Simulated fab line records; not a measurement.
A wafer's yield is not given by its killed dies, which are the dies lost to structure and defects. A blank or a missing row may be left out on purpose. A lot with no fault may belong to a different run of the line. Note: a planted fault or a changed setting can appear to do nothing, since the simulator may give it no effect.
fab line records	flow sky130
record: lots: 7	wafers: 21	last-day: 50
route steps=708 shown SONOS_TUNNEL@158 SONOS_ONO@168 PAD_OPEN@708
lots with no fault: from the same line, run without faults
start-h: hours from the record's first day to the start of the lot's first wafer shown	wait-h: time in hours since the lot's previous step	" same as the row above	L1.1+2: several wafers, shown together as one row	- no value present, or no start provided	* or withheld: withheld	< > ~ a bound
route shown NAME@n: NAME is a module with steps in the file, n the number in the route of the first one	usual: mean/standard deviation of fault-free wafers	same: alike in all rows	chamber/n: place in a boat	sites: each site's reading	_std_site: how widely they spread, as a standard deviation	_edge_site: inner sites' mean taken away from outer sites' mean	radius-mm: how far each site lies from the wafer's centre	mask NAME#n: copy n	behind: the tool/chamber that last shaped the wafer	hold: cause of the lot's hold/its duration in hours/its outcome	device: names the non-switching transistor (n, p or np)	end of line: at the end of the route, the tests of the same wafers	a step without rows: its recipe alone	killed: the dies lost at the first sort to structure and to defects; this is not the yield of the wafer	map: dies across one wafer; x = killed, . = not, _ = none there
set.NAME: the setting as run; set.NAME@STEP: as run at that earlier step	model.NAME: the simulator's own value behind a step, which no gauge read
lots at some steps of the route; a table a step, a row a wafer
services: a tool's chamber out of use, with start hour (start-h, from the record's first day; less than 0 if before it), hours out, and reason
== steps ==
step: SKY_SONOS_TUNNEL_EXPOSE_04
recipe: mask-id: TUNM	na: 0.6	source-shape: conventional	sigma-outer: 0.6	polarization: unpolarized	target-cd-nm: 410	dose-mj: 136
step: SKY_SONOS_TUNNEL_PEB_05
recipe: temp-c: withheld	time-s: *	resist: NOVOLAK
step: SKY_SONOS_TUNNEL_DEVELOP_06
recipe: resist: NOVOLAK	developer: TMAH	develop-time-s: 60	dev-temp-c: 23.73
step: SKY_SONOS_TUNNEL_CD_MEAS_07
recipe: target-cd-nm: 410
usual: cd-nm: 410.1/2.4
lot.wafer	tool	chamber	start-h	wait-h	cd-nm
L963.1	cd-sem-01	-	254.18	0.1	406.3
L963.4	"	-	"	"	405.2
L963.6	"	-	"	"	405.3
L964.2	cd-sem-01	-	260.05	0.1	409.8
L964.3	"	-	"	"	410.2
L964.4	"	-	"	"	410.7
L966.2	cd-sem-01	-	276.11	0.1	408.4
L966.3	"	-	"	"	406.6
L966.4	"	-	"	"	406.8
L967.1	cd-sem-01	-	285.40	0.1	413.2
L967.4	"	-	"	"	412.3
L967.5	"	-	"	"	412.9
L981.4	cd-sem-02	-	408.76	0.1	408.1
L981.5	"	-	"	"	409.3
L981.6	"	-	"	"	408.6
L982.1	cd-sem-02	-	410.58	0.1	409.2
L982.2	"	-	"	"	410.3
L982.3	"	-	"	"	410.7
L983.1	cd-sem-01	-	417.03	0.1	405.7
L983.3	"	-	"	"	408.7
L983.5	"	-	"	"	409.8
step: SKY_SONOS_TUNNEL_OVL_MEAS_08
usual: SONOS_TUNNEL_OVL: -0.5/1
lot.wafer	tool	chamber	start-h	wait-h	SONOS_TUNNEL_OVL[nm]
L963.1	overlay-02	-	254.30	0.1	-0.5
L963.4	"	-	"	"	0.1
L963.6	"	-	"	"	-0.5
L964.2	overlay-02	-	260.15	0.1	-0.2
L964.3	"	-	"	"	-1.0
L964.4	"	-	"	"	1.0
L966.2	overlay-02	-	276.22	0.1	-0.2
L966.3	"	-	"	"	-1.1
L966.4	"	-	"	"	-0.5
L967.1	overlay-02	-	285.52	0.1	-0.3
L967.4	"	-	"	"	0.9
L967.5	"	-	"	"	0.2
L981.4	overlay-01	-	408.83	0.1	0.0
L981.5	"	-	"	"	0.6
L981.6	"	-	"	"	-0.8
L982.1	overlay-02	-	410.70	0.1	0.7
L982.2	"	-	"	"	1.8
L982.3	"	-	"	"	0.6
L983.1	overlay-02	-	417.15	0.1	-1.0
L983.3	"	-	"	"	0.4
L983.5	"	-	"	"	-0.6
step: SKY_SONOS_TUNNEL_IMPLANT_09
recipe: species: B	energy-kev: 20	dose-cm2: 1e+12	tilt-deg: withheld
step: SKY_SONOS_TUNNEL_WET_ETCH_10
recipe: chemistry: dHF	target-depth-nm: 14	target: SiO2	dilution: 100:1	temp-c: 25	time-s: 280
step: SKY_SONOS_TUNNEL_STRIP_11
recipe: chemistry: SPM	time-s: 600	temp-c: 130
step: SKY_SONOS_TUNNEL_TW_MEAS_12
usual: SONOS_TUNNEL_TW: 197.8/1.9
lot.wafer	tool	chamber	start-h	wait-h	SONOS_TUNNEL_TW
L963.1	film-metro-04	-	254.74	0.0	201.1
L963.4	"	-	"	"	200.9
L963.6	"	-	"	"	199.8
L964.2	film-metro-03	-	260.63	0.0	196.9
L964.3	"	-	"	"	196.4
L964.4	"	-	"	"	197.1
L966.2	film-metro-02	-	276.69	0.0	197.4
L966.3	"	-	"	"	198.6
L966.4	"	-	"	"	198.2
L967.1	film-metro-02	-	285.97	0.0	198.5
L967.4	"	-	"	"	197.4
L967.5	"	-	"	"	198.8
L981.4	film-metro-03	-	409.29	0.0	193.7
L981.5	"	-	"	"	194.8
L981.6	"	-	"	"	194.8
L982.1	film-metro-02	-	411.14	0.0	196.9
L982.2	"	-	"	"	196.9
L982.3	"	-	"	"	195.9
L983.1	film-metro-03	-	417.61	0.0	195.0
L983.3	"	-	"	"	194.0
L983.5	"	-	"	"	194.8
step: SKY_SONOS_TUNNEL_CLEAN_13
recipe: chemistry: dHF	time-s: 20	dilution: 100:1	dry: ipa-marangoni
step: SKY_SONOS_ONO_OXIDATION_00
recipe: temp-c: 800	ambient: O2	idle-temp-c: 700	ramp-up-c-per-min: 10	ramp-down-c-per-min: 3	stabilise-s: 600	purge-s: 300	target-thk-a: 26	ox-time-s: 1249
step: SKY_SONOS_ONO_THK_MEAS_01
recipe: reads: SiO2_of_SONOS_ONO_OXIDATION_00
usual: SONOS_ONO_OXIDATION_THK: 2.60/0.055
lot.wafer	tool	chamber	start-h	wait-h	SONOS_ONO_OXIDATION_THK[nm]
L963.1	film-metro-03	-	256.19	0.0	2.55
L963.4	"	-	"	"	2.52
L963.6	"	-	"	"	2.57
L964.2	film-metro-03	-	264.70	0.0	2.51
L964.3	"	-	"	"	2.67
L964.4	"	-	"	"	2.56
L966.2	film-metro-01	-	278.63	0.0	2.66
L966.3	"	-	"	"	2.58
L966.4	"	-	"	"	2.64
L967.1	film-metro-02	-	288.33	0.0	2.61
L967.4	"	-	"	"	2.66
L967.5	"	-	"	"	2.60
L981.4	film-metro-02	-	411.39	0.0	2.62
L981.5	"	-	"	"	2.61
L981.6	"	-	"	"	2.65
L982.1	film-metro-01	-	413.38	0.0	2.60
L982.2	"	-	"	"	2.59
L982.3	"	-	"	"	2.62
L983.1	film-metro-01	-	419.03	0.0	2.58
L983.3	"	-	"	"	2.48
L983.5	"	-	"	"	2.60
step: SKY_SONOS_ONO_CVD_02
recipe: material: Si3N4	precursor: DCS/NH3	target-thk-nm: 10.5	temp-c: 770	time-s: 180	pressure-mtorr: 250
usual: pressure-mtorr: 249.9/0.57	spike-tc-centre-C: 771.0/1.4	spike-tc-lower-C: 769.8/1.4	spike-tc-top-C: 785.2/1.2	spike-tc-upper-C: 769.7/1.1	susceptor-temp-C: 770.0/0.33	zone-power-centre-pct: 14.4/1.2	zone-power-lower-pct: 12.5/0.94	zone-power-upper-pct: 12.51/0.27
lot.wafer	tool	chamber	start-h	wait-h	pressure-mtorr	spike-tc-centre-C	spike-tc-lower-C	spike-tc-top-C	spike-tc-upper-C	susceptor-temp-C	zone-power-centre-pct	zone-power-lower-pct	zone-power-upper-pct	model.Si3N4_of_SONOS_ONO_CVD_02.thk-nm
L963.1	lpcvd-02	1	256.25	0.1	249.5	771.1	770.9	783.1	770.8	770.3	13.0	11.4	12.38	10.46
L963.4	"	1	"	"	250.3	769.9	771.7	783.8	770.5	770.1	12.9	11.4	12.26	10.32
L963.6	"	1	"	"	249.0	771.7	770.3	783.6	771.0	770.0	13.0	11.2	12.25	10.43
L964.2	lpcvd-02	1	264.81	0.1	249.1	770.7	770.7	783.3	769.4	770.0	13.0	11.6	12.02	10.42
L964.3	"	1	"	"	249.5	771.4	771.0	785.0	771.5	769.9	13.0	11.5	12.13	10.54
L964.4	"	1	"	"	248.8	773.2	772.1	784.3	770.1	770.4	13.0	11.6	12.24	10.5
L966.2	lpcvd-02	1	280.32	1.7	249.2	771.5	770.4	784.6	769.2	769.4	13.0	11.3	12.03	10.54
L966.3	"	1	"	"	249.9	771.4	772.2	783.5	770.5	769.6	12.9	11.3	12.24	10.58
L966.4	"	1	"	"	250.1	773.7	770.6	785.5	770.8	769.9	13.0	11.4	12.25	10.45
L967.1	lpcvd-02	1	288.90	0.6	250.1	774.3	772.3	784.0	770.8	770.1	12.8	11.2	12.17	10.67
L967.4	"	1	"	"	251.0	772.0	771.6	785.4	769.6	770.4	13.0	11.4	12.19	10.8
L967.5	"	1	"	"	250.2	773.3	770.2	785.5	770.2	770.6	13.0	11.4	12.26	10.64
L981.4	lpcvd-02	0	411.42	0.0	250.2	791.8	766.3	785.6	766.0	769.4	22.3	10.0	9.71	12.75
L981.5	"	0	"	"	249.4	793.9	767.1	785.6	765.1	769.4	22.2	10.1	9.64	12.56
L981.6	"	0	"	"	250.1	795.0	765.6	787.4	766.9	769.3	21.9	10.1	9.75	12.36
L982.1	lpcvd-02	0	414.72	1.3	250.5	792.1	765.1	786.0	766.2	770.3	22.5	10.2	9.72	10.72
L982.2	"	0	"	"	250.5	791.3	766.9	788.7	768.3	770.1	22.0	10.2	9.61	10.88
L982.3	"	0	"	"	250.5	793.4	767.1	786.1	768.8	770.1	22.5	10.1	9.73	11.22
L983.1	lpcvd-02	0	419.09	0.1	249.8	793.6	765.2	786.1	766.1	770.0	21.9	10.1	9.79	12.37
L983.3	"	0	"	"	250.3	792.9	764.6	786.5	766.9	770.0	22.0	10.0	9.73	12.77
L983.5	"	0	"	"	249.3	792.1	766.4	785.8	767.6	770.0	22.2	10.1	9.75	12.55
step: SKY_SONOS_ONO_THK_MEAS_03
recipe: reads: Si3N4_of_SONOS_ONO_CVD_02
usual: SONOS_ONO_CVD_02_THK: 10.53/0.14
lot.wafer	tool	chamber	start-h	wait-h	SONOS_ONO_CVD_02_THK[nm]
L963.1	film-metro-02	-	257.30	0.0	10.47
L963.4	"	-	"	"	10.29
L963.6	"	-	"	"	10.53
L964.2	film-metro-03	-	265.87	0.0	10.38
L964.3	"	-	"	"	10.56
L964.4	"	-	"	"	10.48
L966.2	film-metro-02	-	281.38	0.0	10.58
L966.3	"	-	"	"	10.60
L966.4	"	-	"	"	10.47
L967.1	film-metro-03	-	289.95	0.0	10.67
L967.4	"	-	"	"	10.79
L967.5	"	-	"	"	10.60
L981.4	film-metro-01	-	412.50	0.0	12.70
L981.5	"	-	"	"	12.56
L981.6	"	-	"	"	12.31
L982.1	film-metro-03	-	415.77	0.0	10.71
L982.2	"	-	"	"	10.93
L982.3	"	-	"	"	11.27
L983.1	film-metro-03	-	420.14	0.0	12.29
L983.3	"	-	"	"	12.73
L983.5	"	-	"	"	12.54
step: SKY_SONOS_ONO_CVD_04
recipe: material: SiO2	precursor: SiH4/N2O	target-thk-nm: 5.7199	temp-c: 900	pressure-mtorr: 400
step: SKY_PAD_OPEN_PROBE_99
usual: killed_at_M0_to_M3: 42/6.7	killed_at_M4_up: 3.4/2	killed-at-contacts: 24/5.1	killed-at-front-end: 14/4.2	killed-at-other: 0.2/0.49	killed-dies: 84/8.4	killed-open: 46/7	killed-short: 39/5.8
same: gross-dies: 492	killed-at-back-side: 0
lot.wafer	tool	chamber	start-h	wait-h	killed_at_M0_to_M3	killed_at_M4_up	killed-at-contacts	killed-at-front-end	killed-at-other	killed-dies	killed-open	killed-short	model.etest.sonos-erased.drive-ua-um	model.etest.sonos-uncharged.r-on-ohm-um	model.etest.cap-ono.gate-log10-a-cm2	model.etest.sonos-programmed.off-log10-a-um	model.etest.cap-ono.gate-bv-v	model.etest.cap-ono.tox-acc-nm	model.etest.sonos-programmed.vt-v	model.etest.sonos-erased.vt-v
L963.1	prober-02	-	1083.41	0.1	57	3	18	12	1	91	53	38	181.6	818.4	-7.596	-14.11	15.96	12.6	1.607	-2.369
L963.4	prober-02	-	1083.56	0.2	40	8	22	14	0	84	40	44	216.6	807.6	-7.364	-13.99	16.14	12.46	1.641	-2.438
L963.6	prober-02	-	1083.66	0.2	39	6	20	15	0	80	42	38	224.8	797.4	-7.403	-13.85	16.13	12.49	1.66	-2.434
L964.2	prober-01	-	1086.06	0.1	53	1	25	13	1	93	55	38	195.7	782.9	-8.025	-13.89	16.39	12.96	1.398	-2.282
L964.3	prober-01	-	1086.11	0.2	35	5	31	18	0	89	58	31	169.7	819.6	-8.101	-13.98	16.55	13.04	1.352	-2.216
L964.4	prober-01	-	1086.16	0.2	46	6	16	17	0	85	33	52	168.1	810.5	-8.204	-13.84	16.93	13.13	1.312	-2.189
L966.2	prober-01	-	1096.87	0.1	36	2	23	15	0	76	34	42	201.4	808.5	-7.845	-13.9	16.08	12.82	1.488	-2.331
L966.3	prober-01	-	1096.92	0.2	41	1	26	14	1	83	57	26	218.7	808.1	-7.922	-13.96	16.68	12.88	1.455	-2.33
L966.4	prober-01	-	1096.97	0.2	45	4	22	14	1	86	45	41	173.6	807.5	-7.81	-14.05	16.51	12.81	1.497	-2.302
L967.1	prober-02	-	1105.61	0.1	40	3	20	11	0	74	41	33	182	810.6	-7.93	-13.96	16.52	12.9	1.447	-2.265
L967.4	prober-02	-	1105.76	0.2	27	6	27	17	1	78	50	28	157.1	836.9	-8.047	-13.98	16.47	12.94	1.426	-2.186
L967.5	prober-02	-	1105.81	0.2	39	5	25	7	0	76	45	31	189.4	817.3	-7.953	-13.96	16.42	12.89	1.485	-2.27
L981.4	prober-02	-	1187.40	0.2	45	5	24	11	0	85	50	35	118.7	836.1	-9.127	-12.18	17.48	13.85	0.8546	-1.773
L981.5	prober-02	-	1187.45	0.2	38	6	28	16	1	89	45	44	152.9	864	-9.061	-13.15	17.26	13.72	0.9396	-1.865
L981.6	prober-02	-	1187.50	0.2	29	1	27	16	0	73	40	33	151.5	841.2	-9.086	-12.7	17.37	13.73	0.9119	-1.844
L982.1	prober-01	-	1188.60	0.1	39	3	23	15	0	80	48	32	214.1	802.2	-7.972	-13.87	16.72	12.94	1.46	-2.301
L982.2	prober-01	-	1188.65	0.1	38	2	23	15	0	78	42	36	191.5	834	-8.091	-13.99	16.56	12.96	1.382	-2.243
L982.3	prober-01	-	1188.70	0.2	39	0	18	14	2	73	37	36	156	808.5	-8.39	-13.92	16.85	13.25	1.261	-2.092
L983.1	prober-02	-	1190.77	0.1	50	2	23	16	1	92	51	41	139.5	838.1	-9.157	-12.86	17.77	13.83	0.9109	-1.811
L983.3	prober-02	-	1190.87	0.2	48	3	28	10	0	89	45	44	123.5	823.8	-9.466	-11.31	17.57	13.99	0.7308	-1.686
L983.5	prober-02	-	1190.97	0.2	57	5	29	13	0	104	58	46	154.1	834	-9.187	-12.43	18	13.83	0.8698	-1.841
killed by level:class
L963.1 VIA2:geometric-particle:open=11 VIA1:geometric-particle:open=9 METAL2:geometric-particle:short=7 LI_CONTACT:geometric-particle:open=6 CONTACT:geometric-particle:open=6 VIA3:geometric-particle:open=6 METAL3:geometric-particle:short=6 VIA2:geometric-particle:short=5
L963.4 CONTACT:geometric-particle:open=7 VIA3:geometric-particle:open=6 VIA1:geometric-particle:open=6 METAL2:geometric-particle:short=6 METAL4:geometric-particle:short=6 LI_CONTACT:geometric-particle:open=5 CONTACT:geometric-particle:short=5 METAL1:geometric-particle:short=5
L963.6 VIA1:geometric-particle:open=10 VIA3:geometric-particle:open=7 LI_CONTACT:geometric-particle:open=5 METAL2:geometric-particle:short=5 FIELD_ISO:geometric-particle:short=4 FIELD_ISO:geometric-particle:open=4 CONTACT:geometric-particle:short=4 CONTACT:geometric-particle:open=4
L964.2 VIA1:geometric-particle:open=16 CONTACT:geometric-particle:open=8 METAL3:geometric-particle:short=8 LI_CONTACT:geometric-particle:open=6 VIA2:geometric-particle:open=6 VIA1:geometric-particle:short=5 POLY_GATE:geometric-particle:open=5 LOCAL_INTERCONNECT:geometric-particle:short=4
L964.3 VIA1:geometric-particle:open=12 CONTACT:geometric-particle:open=12 FIELD_ISO:geometric-particle:open=7 LI_CONTACT:geometric-particle:open=7 VIA2:geometric-particle:open=6 CONTACT:geometric-particle:short=5 LOCAL_INTERCONNECT:geometric-particle:short=4 VIA3:geometric-particle:open=4
L964.4 VIA1:geometric-particle:open=11 METAL2:geometric-particle:short=8 FIELD_ISO:geometric-particle:short=7 LI_CONTACT:geometric-particle:open=7 METAL3:geometric-particle:short=7 METAL1:geometric-particle:short=6 VIA1:geometric-particle:short=5 LOCAL_INTERCONNECT:geometric-particle:short=4
L966.2 METAL2:geometric-particle:short=8 VIA3:geometric-particle:open=8 CONTACT:geometric-particle:short=8 VIA1:geometric-particle:open=6 LI_CONTACT:geometric-particle:short=6 POLY_GATE:geometric-particle:short=5 LI_CONTACT:geometric-particle:open=5 VIA2:geometric-particle:open=4
L966.3 CONTACT:geometric-particle:open=10 LI_CONTACT:geometric-particle:open=8 VIA3:geometric-particle:open=8 VIA1:geometric-particle:open=7 VIA2:geometric-particle:open=7 POLY_GATE:geometric-particle:open=6 METAL2:geometric-particle:short=5 VIA1:geometric-particle:short=4
L966.4 VIA1:geometric-particle:open=12 VIA3:geometric-particle:open=10 CONTACT:geometric-particle:open=9 METAL2:geometric-particle:short=8 POLY_GATE:geometric-particle:short=6 FIELD_ISO:geometric-particle:open=4 LOCAL_INTERCONNECT:geometric-particle:short=4 METAL1:geometric-particle:short=4
L967.1 VIA3:geometric-particle:open=9 VIA1:geometric-particle:open=8 CONTACT:geometric-particle:open=6 METAL1:geometric-particle:short=5 LI_CONTACT:geometric-particle:open=5 VIA1:geometric-particle:short=5 POLY_GATE:geometric-particle:short=4 LOCAL_INTERCONNECT:geometric-particle:short=4
L967.4 CONTACT:geometric-particle:open=11 LI_CONTACT:geometric-particle:open=7 VIA1:geometric-particle:open=7 FIELD_ISO:geometric-particle:open=6 POLY_GATE:geometric-particle:open=5 METAL4:geometric-particle:short=4 LOCAL_INTERCONNECT:geometric-particle:short=4 VIA2:geometric-particle:open=4
L967.5 VIA2:geometric-particle:open=11 CONTACT:geometric-particle:open=9 LI_CONTACT:geometric-particle:open=8 VIA1:geometric-particle:short=8 VIA3:geometric-particle:open=5 METAL4:geometric-particle:short=5 VIA3:geometric-particle:short=4 VIA1:geometric-particle:open=4
L981.4 VIA1:geometric-particle:open=10 CONTACT:geometric-particle:open=8 VIA3:geometric-particle:open=8 LI_CONTACT:geometric-particle:open=7 VIA2:geometric-particle:open=6 VIA1:geometric-particle:short=6 METAL2:geometric-particle:short=6 METAL4:geometric-particle:short=4
L981.5 CONTACT:geometric-particle:short=9 CONTACT:geometric-particle:open=7 VIA3:geometric-particle:open=7 FIELD_ISO:geometric-particle:open=6 VIA2:geometric-particle:open=6 METAL4:geometric-particle:short=6 LI_CONTACT:geometric-particle:open=5 VIA1:geometric-particle:open=5
L981.6 VIA1:geometric-particle:open=8 LI_CONTACT:geometric-particle:open=8 CONTACT:geometric-particle:open=8 CONTACT:geometric-particle:short=6 POLY_GATE:geometric-particle:short=5 LI_CONTACT:geometric-particle:short=5 VIA1:geometric-particle:short=5 FIELD_ISO:geometric-particle:open=4
L982.1 CONTACT:geometric-particle:open=10 VIA2:geometric-particle:open=10 VIA3:geometric-particle:open=7 FIELD_ISO:geometric-particle:open=5 VIA1:geometric-particle:short=5 METAL1:geometric-particle:open=4 VIA1:geometric-particle:open=4 FIELD_ISO:geometric-particle:short=3
L982.2 CONTACT:geometric-particle:open=10 FIELD_ISO:geometric-particle:open=5 LI_CONTACT:geometric-particle:open=5 METAL1:geometric-particle:short=5 VIA1:geometric-particle:open=5 VIA2:geometric-particle:short=5 VIA1:geometric-particle:short=5 VIA3:geometric-particle:open=4
L982.3 VIA3:geometric-particle:open=11 CONTACT:geometric-particle:open=7 POLY_GATE:geometric-particle:short=6 LI_CONTACT:geometric-particle:open=6 VIA3:geometric-particle:short=6 METAL2:geometric-particle:short=4 METAL3:geometric-particle:short=4 POLY_GATE:geometric-particle:open=3
L983.1 VIA1:geometric-particle:open=12 VIA3:geometric-particle:open=11 FIELD_ISO:geometric-particle:short=8 VIA2:geometric-particle:open=8 CONTACT:geometric-particle:short=7 METAL1:geometric-particle:short=6 LI_CONTACT:geometric-particle:open=5 CONTACT:geometric-particle:open=5
L983.3 CONTACT:geometric-particle:open=11 VIA1:geometric-particle:open=9 LI_CONTACT:geometric-particle:open=8 METAL3:geometric-particle:short=7 METAL1:geometric-particle:short=6 METAL2:geometric-particle:short=6 VIA2:geometric-particle:short=5 VIA2:geometric-particle:open=5
L983.5 VIA1:geometric-particle:open=11 LI_CONTACT:geometric-particle:open=10 METAL1:geometric-particle:short=10 VIA2:geometric-particle:open=10 VIA3:geometric-particle:open=8 LOCAL_INTERCONNECT:geometric-particle:short=7 CONTACT:geometric-particle:open=6 METAL2:geometric-particle:short=6
== services ==
tool	chamber	start-h	hours	kind
lpcvd-02	-	387.32	6.0	pm
== key ==
first-sign: step: SKY_SONOS_ONO_CVD_02	reading: spike-tc-centre-C	direction: up	sigmas: 16	usual: 771.0	struck: 792.9
effect: step: SKY_SONOS_ONO_CVD_02	reading: zone-power-upper-pct	direction: down	sigmas: 10	usual: 12.51	struck: 9.72
effect: step: SKY_SONOS_ONO_THK_MEAS_03	reading: SONOS_ONO_CVD_02_THK	direction: up	sigmas: 11	usual: 10.53	struck: 12.01
model-effect: step: SKY_SONOS_ONO_CVD_02	value: Si3N4_of_SONOS_ONO_CVD_02.thk-nm	without: 10.53	struck: 12.02
model-effect: step: SKY_PAD_OPEN_PROBE_99	value: etest.sonos-erased.drive-ua-um	without: 201.4	struck: 155.7
met-at SKY_SONOS_ONO_CVD_02
struck-wafers L981.4,L981.5,L981.6,L982.1,L982.2,L982.3,L983.1,L983.3,L983.5
tester-left-out L981,L982,L983
onset-between 288.90 411.42
fault: kind: process-parameter-drift	tool: lpcvd-02	chamber: -	onset-h: 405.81	steps: SKY_SONOS_ONO_CVD_02	channel: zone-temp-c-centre	offset: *	shape: step	end-h: 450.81
tester-left-out: of these lots the tester's yield and bins aren't shown, on N5 and GAA mostly nor the transistor test; their killed dies are dies lost to structure and defects alone, not to doping, threshold or leakage, so they don't give the yield
